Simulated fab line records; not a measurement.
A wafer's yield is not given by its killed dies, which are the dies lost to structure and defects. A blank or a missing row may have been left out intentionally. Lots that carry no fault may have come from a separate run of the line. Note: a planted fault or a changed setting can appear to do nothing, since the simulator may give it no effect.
Which tool is to blame? -- flow gf180mcu -- 14 lots with 42 wafers sampled at 2 steps, on a route of 602 steps

== WHAT THE GAUGES READ, wafer by wafer ==
GF_V5_THK_MEAS_03. Usual: V5_CVD_02_THK typically reads 1450 nm, with standard deviation 23.
lot,measured,on,V5_CVD_02_THK (nm),flag
L906,day 26 16:52,film metro-02,1446 1472 1468,
L908,day 27 14:18,film metro-01,1458 1458 1475,
L907,day 27 14:43,film metro-01,1449 1435 1457,
L909,day 27 16:03,film metro-02,1468 1472 1482,
L910,day 28 06:45,film metro-03,1454 1472 1472,
L912,day 28 17:56,film metro-02,1434 1447 1473,
L913,day 28 22:17,film metro-02,1423 1474 1457,
L919,day 30 15:35,film metro-02,1420 1409 1427,
L921,day 31 02:10,film metro-01,1465 1492 1470,
L922,day 31 07:22,film metro-01,1457 1466 1478,
L923,day 31 19:53,film metro-02,1448 1476 1475,
L924,day 31 22:35,film metro-02,1433 1475 1470,
L926,day 32 12:14,film metro-02,1423 1447 1446,
L928,day 32 20:39,film metro-03,1406 1426 1440,

GF_V5_BOW_MEAS_05. Usual: V5_BOW typically reads 134 um, with standard deviation 9.3.
lot,measured,on,V5_BOW (um),flag
L906,day 26 17:15,film metro-03,147 142 143,
L908,day 27 14:55,film metro-02,132 143 137,
L907,day 27 15:13,film metro-02,140 131 146,
L909,day 27 16:26,film metro-02,113 125 120,
L910,day 28 07:08,film metro-02,119 128 131,
L912,day 28 18:18,film metro-03,133 130 145,
L913,day 28 22:40,film metro-02,128 126 133,
L919,day 30 15:56,film metro-01,132 125 128,
L921,day 31 02:32,film metro-02,152 142 134,
L922,day 31 07:43,film metro-02,146 146 138,
L923,day 31 20:19,film metro-03,130 130 130,
L924,day 31 23:01,film metro-03,123 122 131,
L926,day 32 12:46,film metro-03,131 133 125,
L928,day 32 21:01,film metro-03,140 137 128,

== WHAT TOOL EACH LOT RAN ON (gives the tool, then ch and the chambers of the sampled wafers, and finally the start) ==
The record shows no process step preceding these readings.

== AS READ BY THE TOOLS THEMSELVES (means over the sampled wafers that have a number; for cases with no such wafer, the mark the record gives instead) ==
The record holds no such reading with a usual standard deviation.

== THE ANSWER, worked out from the rows above alone ==
Rule: a lot counts as off when the mean over its wafers that have a number is more than 3 standard deviations away from the usual mean. A lot without any number at a reading at which 4 lots or more have one is off too. Where the step has rows for the other lots, those lots are counted as sound. The gauges are gone through in route order, then the tools' own readings, and for those a lot's mean is taken as printed above. The first step at which some lot is off is used, and at that step the reading that is off furthest; a lot without a number counts as furthest.
Across all readings shown, no lot is off: no conclusion can be drawn from this.

== WHAT THE SIMULATOR HAD INSERTED ==
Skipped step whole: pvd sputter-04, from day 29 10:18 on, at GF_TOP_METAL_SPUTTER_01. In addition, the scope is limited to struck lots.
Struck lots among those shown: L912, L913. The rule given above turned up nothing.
